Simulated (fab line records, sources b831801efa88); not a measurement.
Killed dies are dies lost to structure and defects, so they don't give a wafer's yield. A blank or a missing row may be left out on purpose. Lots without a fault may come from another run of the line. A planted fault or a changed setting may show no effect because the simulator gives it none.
fab line records | flow sfq_line
record lots=15 wafers=45 last_day=86
route steps=325 shown M0@39
lots that met no fault: from a run of the same line without faults
start_h: hours from the record's first day to the start of the lot's first wafer shown | wait_h: hours since the lot's step before | " the same as in the row above | L1.1+2: a row that stands for several wafers | - no value, or no start given | * or withheld: withheld | < > ~ a bound
route shown NAME@n: a module of which the file shows steps, and the number in the route of the first | usual: mean/standard deviation of fault-free wafers | same: alike in all rows | chamber/n: place in a boat | sites: the reading at each site | _std_site: their standard deviation | _edge_site: outer sites' mean less inner sites' | radius_mm: how far each site lies from the wafer's centre | mask NAME#n: copy n | behind: the tool/chamber that last shaped the wafer | hold: why the lot was held/for how many hours/how that ended | device: the transistor (n, p or np) that didn't switch | end of line: the same wafers' tests at the end of the route | a step without rows: its recipe alone | killed: dies lost to structure and defects at the first sort, not the wafer's yield | map: a wafer's dies, x killed, . not, _ none there
set.NAME: the setting as run; set.NAME@STEP: as run at that earlier step | model.NAME: the simulator's own value behind a step, which no gauge read
steps of the route over a sample of lots; a table a step, a row a wafer
services: from which hour (start_h, from the record's first day; less than 0 if before it) a tool's chamber was out of use, for how many hours, and why
## steps
# step SFQ_TRILAYER_M0_BARC_OPEN_METAL_ETCH_031
# recipe mask_material=PR chemistry=O2 target_depth_nm=125 target=BARC icp_w=600 bias_w=80 pressure_mtorr=10 time_s=41.7
# usual bias_w=79.96/0.24 chamber_pressure_mTorr=10.000/0.0093 drypump_motor_current_A=5.55/0.22 oes_product_au=0.685/0.0048 run_length_s=69.9/0.44 time_s=41.7/0
# columns lot.wafer tool chamber start_h wait_h bias_w chamber_pressure_mTorr drypump_motor_current_A oes_product_au rf_hours_counter_h run_length_s time_s
L326.1 rie_metal-02 1 113.94 0.0 80.06 10.002 5.81 0.674 39 69.7 41.7
L326.2 " 0 " " 79.87 10.003 5.23 0.686 64 70.6 41.7
L326.6 " 0 " " 79.61 10.007 5.19 0.687 - 70.3 41.7
L327.1 rie_metal-02 0 120.04 0.0 79.85 10.014 5.23 0.685 65 70.1 41.7
L327.4 " 0 " " 79.52 10.004 5.22 0.689 - 70.5 41.7
L327.5 " 1 " " 79.74 9.992 5.81 0.678 - 69.4 41.7
L328.1 rie_metal-01 0 129.64 0.0 80.27 9.997 5.38 0.684 93 70.1 41.7
L328.4 " 1 " " 80.58 9.998 5.58 0.679 - 70.0 41.7
L328.6 " 1 " " 80.26 10.006 5.58 0.688 - 70.0 41.7
L329.1 rie_metal-02 0 132.04 0.0 80.10 9.998 5.20 0.690 67 70.2 41.7
L329.5 " 0 " " 80.59 9.988 5.20 0.694 - 70.4 41.7
L329.6 " 1 " " 80.39 9.996 5.80 0.687 - 69.3 41.7
L330.3 rie_metal-02 0 139.26 0.0 80.10 10.005 5.22 0.679 - 70.5 41.7
L330.4 " 1 " " 79.89 9.982 5.82 0.690 - 70.1 41.7
L330.6 " 0 " " 79.62 9.996 5.22 0.691 - 70.8 41.7
L331.1 rie_metal-04 1 146.33 0.0 80.00 10.003 5.58 0.681 71 69.3 41.7
L331.3 " 0 " " 80.09 10.008 5.58 0.690 - 70.8 41.7
L331.4 " 1 " " 79.63 9.999 5.54 0.687 - 69.8 41.7
L332.1 rie_metal-02 1 155.93 0.0 80.04 10.001 5.83 0.689 46 69.4 41.7
L332.2 " 0 " " 80.23 9.997 5.22 0.683 71 70.2 41.7
L332.4 " 0 " " 80.00 10.001 5.24 0.684 - 70.6 41.7
L333.4 rie_metal-01 1 158.35 0.0 79.87 9.993 5.58 0.687 - 70.3 41.7
L333.5 " 1 " " 80.04 10.001 5.54 0.688 - 70.3 41.7
L333.6 " 0 " " 79.98 10.009 5.35 0.687 - 69.9 41.7
L334.2 rie_metal-04 0 170.21 0.0 79.80 9.981 5.59 0.684 168 70.2 41.7
L334.3 " 0 " " 80.02 10.019 5.57 0.682 - 70.0 41.7
L334.4 " 1 " " 79.66 10.009 5.55 0.681 - 69.6 41.7
L335.2 rie_metal-04 0 175.01 0.0 79.93 10.003 5.59 0.692 168 70.1 41.7
L335.4 " 0 " " 79.99 9.983 5.59 0.685 - 70.0 41.7
L335.5 " 1 " " 79.87 10.000 5.55 0.686 - 69.4 41.7
L336.1 rie_metal-02 1 186.96 0.0 79.99 9.997 5.82 0.680 52 69.3 41.7
L336.4 " 1 " " 79.76 9.995 5.82 0.682 - 69.3 41.7
L336.5 " 0 " " 79.63 10.005 5.21 0.681 - 70.1 41.7
L337.2 rie_metal-02 0 189.36 0.0 79.69 10.008 5.22 0.816 77 61.0 29.19
L337.4 " 0 " " 80.05 10.007 5.21 0.819 - 60.9 29.19
L337.6 " 0 " " 79.90 9.993 5.22 0.817 - 61.1 29.19
L338.1 rie_metal-02 1 191.76 0.0 79.68 10.003 5.82 0.819 53 59.9 29.19
L338.3 " 0 " " 80.25 10.004 5.22 0.817 - 61.0 29.19
L338.4 " 1 " " 80.04 9.993 5.82 0.817 - 60.1 29.19
L339.1 rie_metal-04 0 198.51 0.0 80.30 10.002 5.61 0.811 173 60.8 29.19
L339.2 " 1 " " 79.95 9.980 5.55 0.817 80 59.9 29.19
L339.4 " 1 " " 80.07 9.986 5.58 0.815 - 60.0 29.19
L340.1 rie_metal-02 1 205.71 0.0 79.72 9.989 5.82 0.817 55 60.3 29.19
L340.5 " 1 " " 80.23 9.994 5.83 0.815 - 59.8 29.19
L340.6 " 0 " " 79.61 9.998 5.23 0.817 - 61.0 29.19
## services
# columns tool chamber start_h hours kind
rie_metal-01 0 101.80 17.1 repair
rie_metal-02 - 125.59 2.1 repair
rie_metal-01 1 144.34 4.5 repair
rie_metal-01 - 173.05 0.4 repair
## key
first_sign step=SFQ_TRILAYER_M0_BARC_OPEN_METAL_ETCH_031 reading=time_s direction=down sigmas=99+ usual=* struck=*
effect step=SFQ_TRILAYER_M0_BARC_OPEN_METAL_ETCH_031 reading=oes_product_au direction=up sigmas=28 usual=0.685 struck=0.816
met_at SFQ_TRILAYER_M0_BARC_OPEN_METAL_ETCH_031
struck_lots L337,L338,L339,L340
onset_between 186.96 189.36
fault kind=recipe_version_skew tool=rie_metal-01,rie_metal-02,rie_metal-04 chamber=- onset_h=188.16 steps=SFQ_TRILAYER_M0_BARC_OPEN_METAL_ETCH_031 wrong_recipe.time_s=*
